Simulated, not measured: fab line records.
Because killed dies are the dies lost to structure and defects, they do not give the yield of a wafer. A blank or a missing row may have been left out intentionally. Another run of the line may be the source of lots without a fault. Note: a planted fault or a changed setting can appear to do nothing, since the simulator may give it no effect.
Which tool is to blame? || flow gf180mcu || 72 wafers from 24 lots sampled at 3 of the route's 602 steps

WHAT EACH GAUGE READ, for each wafer
GF_V3_RS_MEAS_24: a four-point-probe measurement. Usual: V3_W_RS typically reads 0.329 ohm/sq, with standard deviation 0.0079.
{"lot": "L074", "measured": "day 22 23:42", "on": "film-metro-01", "V3_W_RS (ohm/sq)": "0.332 0.312 0.328", "flag": ""}
{"lot": "L075", "measured": "day 23 01:34", "on": "film-metro-01", "V3_W_RS (ohm/sq)": "0.338 0.338 0.334", "flag": ""}
{"lot": "L076", "measured": "day 23 13:55", "on": "film-metro-04", "V3_W_RS (ohm/sq)": "0.334 0.333 0.332", "flag": ""}
{"lot": "L077", "measured": "day 24 00:05", "on": "film-metro-01", "V3_W_RS (ohm/sq)": "0.333 0.334 0.335", "flag": ""}
{"lot": "L078", "measured": "day 24 02:00", "on": "film-metro-04", "V3_W_RS (ohm/sq)": "0.325 0.329 0.330", "flag": ""}
{"lot": "L079", "measured": "day 24 04:57", "on": "film-metro-01", "V3_W_RS (ohm/sq)": "0.338 0.338 0.336", "flag": ""}
{"lot": "L080", "measured": "day 24 16:06", "on": "film-metro-01", "V3_W_RS (ohm/sq)": "0.316 0.331 0.314", "flag": ""}
{"lot": "L081", "measured": "day 25 06:22", "on": "film-metro-03", "V3_W_RS (ohm/sq)": "0.334 0.337 0.337", "flag": ""}
{"lot": "L082", "measured": "day 25 07:38", "on": "film-metro-04", "V3_W_RS (ohm/sq)": "0.331 0.336 0.334", "flag": ""}
{"lot": "L083", "measured": "day 25 14:40", "on": "film-metro-04", "V3_W_RS (ohm/sq)": "0.332 0.333 0.339", "flag": ""}
{"lot": "L084", "measured": "day 25 16:56", "on": "film-metro-04", "V3_W_RS (ohm/sq)": "0.312 0.325 0.326", "flag": ""}
{"lot": "L085", "measured": "day 26 07:58", "on": "film-metro-04", "V3_W_RS (ohm/sq)": "0.329 0.330 0.333", "flag": ""}
{"lot": "L086", "measured": "day 26 16:10", "on": "film-metro-04", "V3_W_RS (ohm/sq)": "0.329 0.327 0.335", "flag": ""}
{"lot": "L088", "measured": "day 26 23:40", "on": "film-metro-01", "V3_W_RS (ohm/sq)": "0.329 0.331 0.316", "flag": ""}
{"lot": "L087", "measured": "day 27 01:49", "on": "film-metro-01", "V3_W_RS (ohm/sq)": "0.330 0.335 0.331", "flag": ""}
{"lot": "L089", "measured": "day 27 12:02", "on": "film-metro-01", "V3_W_RS (ohm/sq)": "0.336 0.337 0.340", "flag": ""}
{"lot": "L090", "measured": "day 27 20:27", "on": "film-metro-04", "V3_W_RS (ohm/sq)": "0.330 0.334 0.333", "flag": ""}
{"lot": "L091", "measured": "day 28 02:52", "on": "film-metro-03", "V3_W_RS (ohm/sq)": "0.314 0.316 0.327", "flag": ""}
{"lot": "L092", "measured": "day 28 08:03", "on": "film-metro-03", "V3_W_RS (ohm/sq)": "0.334 0.336 0.323", "flag": ""}
{"lot": "L093", "measured": "day 28 17:47", "on": "film-metro-04", "V3_W_RS (ohm/sq)": "0.327 0.328 0.331", "flag": ""}
{"lot": "L094", "measured": "day 29 01:47", "on": "film-metro-04", "V3_W_RS (ohm/sq)": "0.325 0.318 0.326", "flag": ""}
{"lot": "L095", "measured": "day 29 03:40", "on": "film-metro-03", "V3_W_RS (ohm/sq)": "0.327 0.329 0.332", "flag": ""}
{"lot": "L096", "measured": "day 29 08:06", "on": "film-metro-04", "V3_W_RS (ohm/sq)": "0.332 0.333 0.331", "flag": ""}
{"lot": "L097", "measured": "day 29 17:13", "on": "film-metro-03", "V3_W_RS (ohm/sq)": "0.324 0.315 0.323", "flag": ""}

EACH LOT AND THE TOOL THAT RAN IT (in order: tool; ch and the chambers of the sampled wafers; start)
{"lot": "L074", "GF_V2_PEB_12": "litho-track-01 ch 0, day 20 19:47 or earlier", "GF_V2_ETCH_16": "rie-diel-01 ch 0,1,3, day 20 19:47"}
{"lot": "L075", "GF_V2_PEB_12": "litho-track-04 ch 0, day 20 22:37 or earlier", "GF_V2_ETCH_16": "rie-diel-01 ch 0,1,3, day 20 22:37"}
{"lot": "L076", "GF_V2_PEB_12": "litho-track-01 ch 0, day 21 11:32 or earlier", "GF_V2_ETCH_16": "rie-diel-01 ch 0,1, day 21 11:32"}
{"lot": "L077", "GF_V2_PEB_12": "litho-track-03 ch 0, day 21 22:49 or earlier", "GF_V2_ETCH_16": "rie-diel-01 ch 0,1,3, day 21 22:49"}
{"lot": "L078", "GF_V2_PEB_12": "litho-track-01 ch 0, day 21 23:59 or earlier", "GF_V2_ETCH_16": "rie-diel-02 ch 0,1,2, day 21 23:59"}
{"lot": "L079", "GF_V2_PEB_12": "litho-track-01 ch 0, day 22 03:38 or earlier", "GF_V2_ETCH_16": "rie-diel-03 ch 0,2,3, day 22 03:38"}
{"lot": "L080", "GF_V2_PEB_12": "litho-track-03 ch 0, day 22 16:08 or earlier", "GF_V2_ETCH_16": "rie-diel-01 ch 1,2,3, day 22 16:08"}
{"lot": "L081", "GF_V2_PEB_12": "litho-track-03 ch 0, day 23 06:22 or earlier", "GF_V2_ETCH_16": "rie-diel-02 ch 0,1,2, day 23 06:22"}
{"lot": "L082", "GF_V2_PEB_12": "litho-track-01 ch 0, day 23 07:41 or earlier", "GF_V2_ETCH_16": "rie-diel-01 ch 0,3, day 23 07:41"}
{"lot": "L083", "GF_V2_PEB_12": "litho-track-04 ch 0, day 23 14:58 or earlier", "GF_V2_ETCH_16": "rie-diel-01 ch 3, day 23 14:58"}
{"lot": "L084", "GF_V2_PEB_12": "litho-track-04 ch 0, day 23 18:13 or earlier", "GF_V2_ETCH_16": "rie-diel-03 ch 0,1,3, day 23 18:13"}
{"lot": "L085", "GF_V2_PEB_12": "litho-track-01 ch 0, day 24 09:20 or earlier", "GF_V2_ETCH_16": "rie-diel-02 ch 1,3, day 24 09:20"}
{"lot": "L086", "GF_V2_PEB_12": "litho-track-04 ch 0, day 24 19:07 or earlier", "GF_V2_ETCH_16": "rie-diel-01 ch 0,3, day 24 19:07"}
{"lot": "L088", "GF_V2_PEB_12": "litho-track-01 ch 0, day 25 02:20 or earlier", "GF_V2_ETCH_16": "rie-diel-03 ch 0,2,3, day 25 02:20"}
{"lot": "L087", "GF_V2_PEB_12": "litho-track-04 ch 0, day 25 05:07 or earlier", "GF_V2_ETCH_16": "rie-diel-02 ch 0,1, day 25 05:07"}
{"lot": "L089", "GF_V2_PEB_12": "litho-track-03 ch 0, day 25 15:25 or earlier", "GF_V2_ETCH_16": "rie-diel-02 ch 0,1,2, day 25 15:25"}
{"lot": "L090", "GF_V2_PEB_12": "litho-track-04 ch 0, day 25 23:28 or earlier", "GF_V2_ETCH_16": "rie-diel-03 ch 0,1,2, day 25 23:28"}
{"lot": "L091", "GF_V2_PEB_12": "litho-track-03 ch 0, day 26 07:10 or earlier", "GF_V2_ETCH_16": "rie-diel-02 ch 2,3, day 26 07:10"}
{"lot": "L092", "GF_V2_PEB_12": "litho-track-01 ch 0, day 26 11:32 or earlier", "GF_V2_ETCH_16": "rie-diel-01 ch 1,2,3, day 26 11:32"}
{"lot": "L093", "GF_V2_PEB_12": "litho-track-01 ch 0, day 26 22:26 or earlier", "GF_V2_ETCH_16": "rie-diel-03 ch 0,1,2, day 26 22:26"}
{"lot": "L094", "GF_V2_PEB_12": "litho-track-03 ch 0, day 27 06:23 or earlier", "GF_V2_ETCH_16": "rie-diel-02 ch 1,2, day 27 06:23"}
{"lot": "L095", "GF_V2_PEB_12": "litho-track-04 ch 0, day 27 07:40 or earlier", "GF_V2_ETCH_16": "rie-diel-01 ch 0,2,3, day 27 07:40"}
{"lot": "L096", "GF_V2_PEB_12": "litho-track-01 ch 0, day 27 14:05 or earlier", "GF_V2_ETCH_16": "rie-diel-02 ch 0,2,3, day 27 14:05"}
{"lot": "L097", "GF_V2_PEB_12": "litho-track-01 ch 0, day 27 21:53 or earlier", "GF_V2_ETCH_16": "rie-diel-02 ch 0,1,2, day 27 21:53"}
- GF_V2_PEB_12: peb time 94.02 s.
- GF_V2_ETCH_16: etches BARC in N2/H2.

AS READ BY THE TOOLS THEMSELVES (means over the sampled wafers that have a number; for cases with no such wafer, the mark the record gives instead)
GF_V2_PEB_12. Usual: exhaust-pa 44.9 Pa, standard deviation 0.87; plate-sensor-t-centre-C 136.13 C, standard deviation 0.0097; plate-sensor-t-edge-C 136.29 C, standard deviation 0.011.
{"lot": "L074", "tool": "litho-track-01", "exhaust-pa (Pa)": 45.2, "plate-sensor-t-centre-C (C)": 136.12, "plate-sensor-t-edge-C (C)": 136.29, "flag": ""}
{"lot": "L075", "tool": "litho-track-04", "exhaust-pa (Pa)": 44.4, "plate-sensor-t-centre-C (C)": 136.13, "plate-sensor-t-edge-C (C)": 136.30, "flag": ""}
{"lot": "L076", "tool": "litho-track-01", "exhaust-pa (Pa)": 44.3, "plate-sensor-t-centre-C (C)": 136.13, "plate-sensor-t-edge-C (C)": 136.29, "flag": ""}
{"lot": "L077", "tool": "litho-track-03", "exhaust-pa (Pa)": 44.5, "plate-sensor-t-centre-C (C)": 136.14, "plate-sensor-t-edge-C (C)": 136.29, "flag": ""}
{"lot": "L078", "tool": "litho-track-01", "exhaust-pa (Pa)": 44.8, "plate-sensor-t-centre-C (C)": 136.13, "plate-sensor-t-edge-C (C)": 136.29, "flag": ""}
{"lot": "L079", "tool": "litho-track-01", "exhaust-pa (Pa)": 45.3, "plate-sensor-t-centre-C (C)": 136.13, "plate-sensor-t-edge-C (C)": 136.30, "flag": ""}
{"lot": "L080", "tool": "litho-track-03", "exhaust-pa (Pa)": 45.3, "plate-sensor-t-centre-C (C)": 136.12, "plate-sensor-t-edge-C (C)": 136.29, "flag": ""}
{"lot": "L081", "tool": "litho-track-03", "exhaust-pa (Pa)": 45.4, "plate-sensor-t-centre-C (C)": 136.13, "plate-sensor-t-edge-C (C)": 136.30, "flag": ""}
{"lot": "L082", "tool": "litho-track-01", "exhaust-pa (Pa)": 44.8, "plate-sensor-t-centre-C (C)": 136.13, "plate-sensor-t-edge-C (C)": 136.29, "flag": ""}
{"lot": "L083", "tool": "litho-track-04", "exhaust-pa (Pa)": 44.5, "plate-sensor-t-centre-C (C)": 136.13, "plate-sensor-t-edge-C (C)": 136.30, "flag": ""}
{"lot": "L084", "tool": "litho-track-04", "exhaust-pa (Pa)": 45.8, "plate-sensor-t-centre-C (C)": 136.14, "plate-sensor-t-edge-C (C)": 136.28, "flag": ""}
{"lot": "L085", "tool": "litho-track-01", "exhaust-pa (Pa)": 45.0, "plate-sensor-t-centre-C (C)": 136.12, "plate-sensor-t-edge-C (C)": 136.30, "flag": ""}
{"lot": "L086", "tool": "litho-track-04", "exhaust-pa (Pa)": 45.5, "plate-sensor-t-centre-C (C)": 136.13, "plate-sensor-t-edge-C (C)": 136.29, "flag": ""}
{"lot": "L088", "tool": "litho-track-01", "exhaust-pa (Pa)": 45.4, "plate-sensor-t-centre-C (C)": 136.13, "plate-sensor-t-edge-C (C)": 136.30, "flag": ""}
{"lot": "L087", "tool": "litho-track-04", "exhaust-pa (Pa)": 43.9, "plate-sensor-t-centre-C (C)": 136.13, "plate-sensor-t-edge-C (C)": 136.30, "flag": ""}
{"lot": "L089", "tool": "litho-track-03", "exhaust-pa (Pa)": 44.6, "plate-sensor-t-centre-C (C)": 136.13, "plate-sensor-t-edge-C (C)": 136.29, "flag": ""}
{"lot": "L090", "tool": "litho-track-04", "exhaust-pa (Pa)": 44.5, "plate-sensor-t-centre-C (C)": 136.13, "plate-sensor-t-edge-C (C)": 136.29, "flag": ""}
{"lot": "L091", "tool": "litho-track-03", "exhaust-pa (Pa)": 45.3, "plate-sensor-t-centre-C (C)": 136.13, "plate-sensor-t-edge-C (C)": 136.29, "flag": ""}
{"lot": "L092", "tool": "litho-track-01", "exhaust-pa (Pa)": 45.6, "plate-sensor-t-centre-C (C)": 136.12, "plate-sensor-t-edge-C (C)": 136.29, "flag": ""}
{"lot": "L093", "tool": "litho-track-01", "exhaust-pa (Pa)": 44.7, "plate-sensor-t-centre-C (C)": 136.12, "plate-sensor-t-edge-C (C)": 136.30, "flag": ""}
{"lot": "L094", "tool": "litho-track-03", "exhaust-pa (Pa)": 45.8, "plate-sensor-t-centre-C (C)": 136.12, "plate-sensor-t-edge-C (C)": 136.29, "flag": ""}
{"lot": "L095", "tool": "litho-track-04", "exhaust-pa (Pa)": 44.9, "plate-sensor-t-centre-C (C)": 136.13, "plate-sensor-t-edge-C (C)": 136.29, "flag": ""}
{"lot": "L096", "tool": "litho-track-01", "exhaust-pa (Pa)": 46.0, "plate-sensor-t-centre-C (C)": 136.12, "plate-sensor-t-edge-C (C)": 136.30, "flag": ""}
{"lot": "L097", "tool": "litho-track-01", "exhaust-pa (Pa)": 44.2, "plate-sensor-t-centre-C (C)": 136.13, "plate-sensor-t-edge-C (C)": 136.29, "flag": ""}

GF_V2_ETCH_16. Usual: bias-w 100.00 W, standard deviation 0.28; drypump-motor-current-A 5.9 A, standard deviation 0.43; oes-product-au 0.855 a.u., standard deviation 0.0045; throttle-valve-pct 13.224 %, standard deviation 0.009.
{"lot": "L074", "tool": "rie-diel-01", "bias-w (W)": 99.95, "drypump-motor-current-A (A)": 5.8, "oes-product-au (a.u.)": 0.857, "throttle-valve-pct (%)": 13.223, "flag": ""}
{"lot": "L075", "tool": "rie-diel-01", "bias-w (W)": 100.01, "drypump-motor-current-A (A)": 5.8, "oes-product-au (a.u.)": 0.854, "throttle-valve-pct (%)": 13.229, "flag": ""}
{"lot": "L076", "tool": "rie-diel-01", "bias-w (W)": 99.91, "drypump-motor-current-A (A)": 5.9, "oes-product-au (a.u.)": 0.854, "throttle-valve-pct (%)": 13.221, "flag": ""}
{"lot": "L077", "tool": "rie-diel-01", "bias-w (W)": 99.90, "drypump-motor-current-A (A)": 5.8, "oes-product-au (a.u.)": 0.851, "throttle-valve-pct (%)": 13.227, "flag": ""}
{"lot": "L078", "tool": "rie-diel-02", "bias-w (W)": 99.95, "drypump-motor-current-A (A)": 6.2, "oes-product-au (a.u.)": 0.854, "throttle-valve-pct (%)": 13.228, "flag": ""}
{"lot": "L079", "tool": "rie-diel-03", "bias-w (W)": 99.97, "drypump-motor-current-A (A)": 6.0, "oes-product-au (a.u.)": 0.854, "throttle-valve-pct (%)": 13.223, "flag": ""}
{"lot": "L080", "tool": "rie-diel-01", "bias-w (W)": 99.73, "drypump-motor-current-A (A)": 5.5, "oes-product-au (a.u.)": 0.854, "throttle-valve-pct (%)": 13.222, "flag": ""}
{"lot": "L081", "tool": "rie-diel-02", "bias-w (W)": 99.85, "drypump-motor-current-A (A)": 6.2, "oes-product-au (a.u.)": 0.863, "throttle-valve-pct (%)": 13.222, "flag": ""}
{"lot": "L082", "tool": "rie-diel-01", "bias-w (W)": 100.01, "drypump-motor-current-A (A)": 5.7, "oes-product-au (a.u.)": 0.858, "throttle-valve-pct (%)": 13.220, "flag": ""}
{"lot": "L083", "tool": "rie-diel-01", "bias-w (W)": 100.07, "drypump-motor-current-A (A)": 5.2, "oes-product-au (a.u.)": 0.857, "throttle-valve-pct (%)": 13.219, "flag": ""}
{"lot": "L084", "tool": "rie-diel-03", "bias-w (W)": 100.30, "drypump-motor-current-A (A)": 6.0, "oes-product-au (a.u.)": 0.859, "throttle-valve-pct (%)": 13.213, "flag": ""}
{"lot": "L085", "tool": "rie-diel-02", "bias-w (W)": 99.98, "drypump-motor-current-A (A)": 5.6, "oes-product-au (a.u.)": 0.856, "throttle-valve-pct (%)": 13.231, "flag": ""}
{"lot": "L086", "tool": "rie-diel-01", "bias-w (W)": 100.03, "drypump-motor-current-A (A)": 5.6, "oes-product-au (a.u.)": 0.858, "throttle-valve-pct (%)": 13.224, "flag": ""}
{"lot": "L088", "tool": "rie-diel-03", "bias-w (W)": 100.19, "drypump-motor-current-A (A)": 6.1, "oes-product-au (a.u.)": 0.858, "throttle-valve-pct (%)": 13.225, "flag": ""}
{"lot": "L087", "tool": "rie-diel-02", "bias-w (W)": 100.04, "drypump-motor-current-A (A)": 6.1, "oes-product-au (a.u.)": 0.852, "throttle-valve-pct (%)": 13.224, "flag": ""}
{"lot": "L089", "tool": "rie-diel-02", "bias-w (W)": 100.15, "drypump-motor-current-A (A)": 6.2, "oes-product-au (a.u.)": 0.855, "throttle-valve-pct (%)": 13.213, "flag": ""}
{"lot": "L090", "tool": "rie-diel-03", "bias-w (W)": 100.05, "drypump-motor-current-A (A)": 5.9, "oes-product-au (a.u.)": 0.856, "throttle-valve-pct (%)": 13.228, "flag": ""}
{"lot": "L091", "tool": "rie-diel-02", "bias-w (W)": 99.78, "drypump-motor-current-A (A)": 5.7, "oes-product-au (a.u.)": 0.854, "throttle-valve-pct (%)": 13.222, "flag": ""}
{"lot": "L092", "tool": "rie-diel-01", "bias-w (W)": 100.15, "drypump-motor-current-A (A)": 5.5, "oes-product-au (a.u.)": 0.854, "throttle-valve-pct (%)": 13.233, "flag": ""}
{"lot": "L093", "tool": "rie-diel-03", "bias-w (W)": 100.07, "drypump-motor-current-A (A)": 5.9, "oes-product-au (a.u.)": 0.858, "throttle-valve-pct (%)": 13.220, "flag": ""}
{"lot": "L094", "tool": "rie-diel-02", "bias-w (W)": 100.23, "drypump-motor-current-A (A)": 6.4, "oes-product-au (a.u.)": 0.855, "throttle-valve-pct (%)": 13.225, "flag": ""}
{"lot": "L095", "tool": "rie-diel-01", "bias-w (W)": 100.14, "drypump-motor-current-A (A)": 5.8, "oes-product-au (a.u.)": 0.852, "throttle-valve-pct (%)": 13.234, "flag": ""}
{"lot": "L096", "tool": "rie-diel-02", "bias-w (W)": 100.15, "drypump-motor-current-A (A)": 5.9, "oes-product-au (a.u.)": 0.851, "throttle-valve-pct (%)": 13.224, "flag": ""}
{"lot": "L097", "tool": "rie-diel-02", "bias-w (W)": 99.78, "drypump-motor-current-A (A)": 6.2, "oes-product-au (a.u.)": 0.853, "throttle-valve-pct (%)": 13.215, "flag": ""}

THE ANSWER, worked out from the rows above alone
Rule: take the mean of a lot's wafers that have a number; if it is more than 3 standard deviations from the usual mean, the lot is off. A lot without any number at a reading at which 4 lots or more have one is off too. Any other lot the step has rows for is counted as sound. Order of review: gauges by route order, followed by the tools' own readings, for which a lot's mean as printed above is used. The first step at which some lot is off is used, and at that step the reading that is off furthest; a lot without a number counts as furthest.
Across all readings shown, no lot is off: no conclusion can be drawn from this.

WHAT THE SIMULATOR HAD INSERTED
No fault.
